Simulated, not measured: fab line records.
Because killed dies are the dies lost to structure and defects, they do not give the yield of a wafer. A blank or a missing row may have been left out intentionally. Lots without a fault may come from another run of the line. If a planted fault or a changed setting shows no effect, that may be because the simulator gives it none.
Chamber matching / flow gf180mcu / GF_V5_CMP_26 on cmp-01 has 4 sister chambers
The step polishes, stops on SiO2, t overpolish 15 s, target thk 0 nm. 4 wafers are shown with their chamber, then 8 later ones without.

== WAFERS PAIRED WITH THEIR CHAMBERS ==
wafer=L273.3; chamber=1; motor-current-A (A)=11.4
wafer=L273.4; chamber=0; motor-current-A (A)=11.5
wafer=L278.6; chamber=2; motor-current-A (A)=10.5
wafer=L279.1; chamber=3; motor-current-A (A)=10.9

== WAFERS WITH NO CHAMBER GIVEN ==
wafer=L279.2; motor-current-A (A)=11.2
wafer=L279.3; motor-current-A (A)=10.2
wafer=L280.1; motor-current-A (A)=10.0
wafer=L280.3; motor-current-A (A)=11.5
wafer=L280.5; motor-current-A (A)=11.2
wafer=L281.4; motor-current-A (A)=11.0
wafer=L281.5; motor-current-A (A)=10.4
wafer=L281.6; motor-current-A (A)=11.4

== WHICH CHAMBER EACH WENT THROUGH ==
wafer=L279.2; from the rows above=can't be placed: 1 or 3 or 0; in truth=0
wafer=L279.3; from the rows above=can't be placed: 2 or 3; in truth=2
wafer=L280.1; from the rows above=can't be placed: 2 or 3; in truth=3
wafer=L280.3; from the rows above=can't be placed: 0 or 1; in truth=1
wafer=L280.5; from the rows above=can't be placed: 1 or 3 or 0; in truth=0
wafer=L281.4; from the rows above=can't be placed: 3 or 1 or 0 or 2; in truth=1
wafer=L281.5; from the rows above=can't be placed: 2 or 3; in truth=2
wafer=L281.6; from the rows above=can't be placed: 1 or 0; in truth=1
Placed correctly: 0 of 8. Not placeable from these rows: 8 (in 8, the candidates include the true chamber). Number placed wrongly: 0.
How it was worked out, from the rows above alone: a wafer's distance from a chamber is the root of the sum, over the readings, of the square of ((its reading less the chamber's mean) divided by the reading's scatter). If the next closest chamber is less than 2 further off than the closest, the wafer can't be placed; otherwise it belongs to the closest. The mean given for a chamber averages the wafers shown for that chamber. The scatter: root of mean squared gap, hidden wafer to nearest shown wafer, with one shown wafer a chamber.
